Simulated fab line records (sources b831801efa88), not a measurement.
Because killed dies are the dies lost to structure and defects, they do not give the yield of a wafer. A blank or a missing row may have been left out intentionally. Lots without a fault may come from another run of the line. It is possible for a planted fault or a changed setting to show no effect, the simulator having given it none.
Matching of chambers ; flow gf180mcu ; 4 sister chambers for GF_STI_ETCH_14 on rie_si-01
The step etches Si in HBr/Cl2/O2, target depth 360 nm, time 102.9 s. 18 wafers are shown with their chamber, then 9 later ones without.

## WAFERS PAIRED WITH THEIR CHAMBERS
wafer;chamber;drypump_motor_current_A (A);oes_product_au (a.u.);throttle_valve_pct (%)
L262.1;2;5.2;1.006;25.651
L262.3;1;5.7;1.049;25.635
L262.5;3;5.8;0.999;25.633
L263.1;1;5.7;1.025;25.632
L263.2;0;5.5;1.012;25.656
L263.4;3;5.7;0.997;25.663
L264.2;2;5.2;1.000;25.638
L264.3;3;5.8;1.002;25.654
L264.5;0;5.5;1.007;25.650
L268.2;3;5.7;0.989;25.668
L268.4;1;5.7;1.020;25.624
L268.6;2;5.2;1.017;25.650
L269.2;3;5.7;1.004;25.638
L269.4;3;5.7;1.008;25.671
L269.5;1;5.7;1.036;25.632
L270.3;3;5.7;1.004;25.672
L270.4;2;5.2;1.023;25.624
L270.5;1;5.7;1.032;25.625

SIGNATURES, as means of the wafers listed above
reading;chamber 0;chamber 1;chamber 2;chamber 3;scatter within a chamber
drypump_motor_current_A;5.500;5.700;5.200;5.729;0.0319
oes_product_au;1.00950;1.03240;1.01150;1.00043;0.00872
throttle_valve_pct;25.65300;25.62960;25.64075;25.65700;0.0123
Rule: distance of a wafer from a chamber = root of the sum over the readings of ((wafer's reading minus chamber's mean) / reading's scatter) squared. The wafer belongs to the nearest chamber; if the next one is less than 2 further off, it can't be placed. The scatter is the square root of a quotient: the sum, over the shown wafers, of each reading's squared deviation from its chamber's mean, divided by wafers minus chambers.

## WAFERS WHOSE CHAMBER IS MISSING
wafer;drypump_motor_current_A (A);oes_product_au (a.u.);throttle_valve_pct (%)
L275.2;5.2;1.011;25.647
L275.3;5.5;1.010;25.651
L275.6;5.2;1.007;25.660
L276.2;5.7;1.032;25.627
L276.3;5.5;1.003;25.647
L276.5;5.5;1.009;25.648
L280.2;5.7;1.003;25.658
L280.4;5.5;1.001;25.668
L280.5;5.7;1.030;25.635

## CHAMBER TAKEN BY EACH
wafer;from the rows above;in truth
L275.2;2;2
L275.3;0;0
L275.6;2;2
L276.2;1;1
L276.3;0;0
L276.5;0;0
L280.2;3;3
L280.4;0;0
L280.5;1;1
9 of 9 placed correctly. Number that these rows cannot place: 0. Placed wrongly: 0.
